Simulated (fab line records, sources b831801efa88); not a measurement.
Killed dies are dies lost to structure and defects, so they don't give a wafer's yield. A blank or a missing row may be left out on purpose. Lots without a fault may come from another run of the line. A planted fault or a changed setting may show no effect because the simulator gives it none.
Chamber matching | flow gf180mcu | GF_POLY_GATE_ETCH_13 on rie_si-02: 4 sister chambers
The step etches poly-Si in HBr/Cl2, stops on SiO2, target depth 198.5 nm, time 69.6 s. 4 wafers are shown with their chamber, then 7 later ones without.

WAFERS WITH THEIR CHAMBER
wafer  | chamber | drypump_motor_current_A (A)
L119.1 | 2       | 6.0
L119.3 | 3       | 5.7
L124.1 | 1       | 5.7
L124.5 | 0       | 6.5

WAFERS WITHOUT THEIR CHAMBER
wafer  | drypump_motor_current_A (A)
L124.6 | 5.7
L128.2 | 5.9
L128.3 | 5.7
L128.4 | 6.4
L138.1 | 5.7
L138.3 | 6.5
L138.6 | 6.4

WHICH CHAMBER EACH WENT THROUGH
wafer  | from the rows above          | in truth
L124.6 | can't be placed: 1 or 3      | 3
L128.2 | can't be placed: 2 or 1 or 3 | 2
L128.3 | can't be placed: 1 or 3      | 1
L128.4 | 0                            | 0
L138.1 | can't be placed: 1 or 3      | 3
L138.3 | 0                            | 0
L138.6 | 0                            | 0
Placed correctly: 3 of 7. Can't be placed from these rows: 4 (the true chamber is among the candidates in 4). Placed wrongly: 0.
How it was worked out, from the rows above alone: a wafer's distance from a chamber is the root of the sum, over the readings, of the square of ((its reading less the chamber's mean) divided by the reading's scatter). The wafer belongs to the nearest chamber; if the next one is less than 2 further off, it can't be placed. A chamber's mean is the mean of its shown wafers. The scatter: with one shown wafer a chamber, the root of the mean of the squares of how far each hidden wafer lies from its nearest shown one.
